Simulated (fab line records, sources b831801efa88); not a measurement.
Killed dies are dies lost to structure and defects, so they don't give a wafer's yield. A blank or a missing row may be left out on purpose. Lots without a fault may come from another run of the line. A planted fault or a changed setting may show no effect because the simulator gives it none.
A struck lot beside a sound one | flow sky130 | 35 steps out of a route of 708
Sound: wafers L396.1, L396.2, L396.5. Struck: wafers L415.2, L415.5. (L415.1 of the same lot was not struck and is left out.) The cause comes at the end.
At each step with rows: each side's tool, then ch and its chambers, then its first start. Under that, the readings that differ: sound wafers | struck wafers | difference of the means | sigmas: that difference in standard deviations of wafers without a fault.
alike: readings whose means differ by less than 2 such deviations, and words and numbers that are the same on both sides. not compared: withheld readings, readings that some wafer has no value for, bounds like >300 that may hide the same value, and numbers for which the record gives no deviation and whose values overlap.
The two part at a step that has a row with sigmas, a row that says differs or no value, or rows on one side only. Numbers that don't overlap but have no deviation are shown without sigmas and don't part them. A reading that every wafer of one side lacks parts them only if that side has two wafers or more.

first, 10 steps without rows for these wafers: SKY_CONTACT_STRIP_19 (strips in O2/N2); SKY_CONTACT_STRIP_20 (strips in post etch residue remover, time 1200 s); SKY_CONTACT_CLEAN_21 (cleans in IPA, time 180 s); SKY_CONTACT_CLEAN_22 (cleans in O3/DIW); SKY_CONTACT_SPUTTER_23 (material TiN, target thk 20 nm, time 80 s); SKY_CONTACT_CVD_24 (deposits W, target thk 340 nm, time 102.12 s); SKY_CONTACT_CMP_27 (polishes, stops on SiO2, t overpolish 15 s, target thk 0 nm); SKY_METAL1_SPUTTER_00 (material Ti, target thk 15 nm, time 10 s); SKY_METAL1_SPUTTER_01 (material TiN, target thk 20 nm, time 16.7 s); SKY_METAL1_SPUTTER_02 (material AlCu, target thk 250 nm, time 13.3 s).
SKY_METAL1_SPUTTER_03: material Ti, target thk 5 nm, time 3.3 s.
  sound on pvd_sputter-01, day 32 08:57; struck on pvd_sputter-01, day 37 21:40
  alike: throttle_valve_pct
then, 23 steps without rows for these wafers: SKY_METAL1_SPUTTER_04 (material TiN, target thk 70 nm, time 58.3 s); SKY_METAL1_DEHYDRATE_07 (time 60 s); SKY_METAL1_HMDS_08 (prime time 60 s); SKY_METAL1_COAT_09 (resist thk 60 nm); SKY_METAL1_COAT_10 (resist thk 450 nm); SKY_METAL1_SOFTBAKE_11 (time 90 s); SKY_METAL1_EXPOSE_12 (exposes mask MM1, target cd 140 nm); SKY_METAL1_PEB_13; SKY_METAL1_DEVELOP_14 (develop time 60 s); SKY_METAL1_DESCUM_17 (chemistry O2, time 8 s); SKY_METAL1_ETCH_18 (etches BARC in N2/H2, stops on SiO2, time 45.9 s, target depth 60 nm); SKY_METAL1_METAL_ETCH_19 (etches the open film in Cl2/BCl3, stops on SiO2, target depth 360 nm, time 78 s); SKY_METAL1_STRIP_20 (strips in O2/N2); SKY_METAL1_STRIP_21 (strips in post etch residue remover, time 1200 s); SKY_METAL1_CLEAN_22 (cleans in IPA, time 180 s); SKY_METAL1_CLEAN_23 (cleans in O3/DIW); SKY_VIA1_HDPCVD_00 (deposits SiO2, target thk 1030 nm, time 171.7 s); SKY_VIA1_CMP_02 (polishes SiO2); SKY_VIA1_DEHYDRATE_04 (time 60 s); SKY_VIA1_HMDS_05 (prime time 60 s); SKY_VIA1_COAT_06 (resist thk 60 nm); SKY_VIA1_COAT_07 (resist thk 450 nm); SKY_VIA1_SOFTBAKE_08 (time 90 s).
-- the record jumps here: 12 days lie between the struck wafers' starts before and after (it left off in module VIA1 and takes up again in module PAD_OPEN, whose first step shown is number 708 of the route) --
SKY_PAD_OPEN_PROBE_99:
  sound on prober-02, day 46 08:40; struck on prober-02, day 50 08:20
  reading                               | sound                | struck      | difference | sigmas
  defect_limited_yield (%)              | 87.4 86.0 82.5       | 78.7 76.2   | -7.8       | -4
  killed_at_M0_to_M3                    | 33 28 40             | 66 72       | +35        | +5
  killed_dies                           | 62 69 86             | 105 117     | +39        | +4
  sort_bin_3_pad_short (%)              | 0.4 0.6 0.6          | 2.6 1.8     | +1.7       | +4
  sort_bin_5_function (%)               | 7.5 7.7 8.7          | 14.0 14.4   | +6.2       | +4
  sort_n_pass                           | 430 423 406          | 387 375     | -39        | -4
  sort_yield_pct (%)                    | 87.4 86.0 82.5       | 78.7 76.2   | -7.8       | -4
  model.etest.tester.sort_n_pass        | 430 423 406          | 387 375     | -39        |
  model.etest.tester.sort_yield_pct (%) | 87.4 85.98 82.52     | 78.66 76.22 | -7.86      |
  model.etest.tester.sort_bin_5_pct (%) | 7.52 7.724 8.74      | 14.02 14.43 | +6.23      |
  model.etest.tester.sort_bin_3_pct (%) | 0.4065 0.6098 0.6098 | 2.642 1.829 | +1.693     |
  alike: killed_at_M4_up, killed_at_contacts, killed_at_front_end, killed_at_other, killed_open, killed_short, sort_bin_6_memory

WHERE THEY PART
Only at SKY_PAD_OPEN_PROBE_99, within this record.

WHY: what the simulator had put in
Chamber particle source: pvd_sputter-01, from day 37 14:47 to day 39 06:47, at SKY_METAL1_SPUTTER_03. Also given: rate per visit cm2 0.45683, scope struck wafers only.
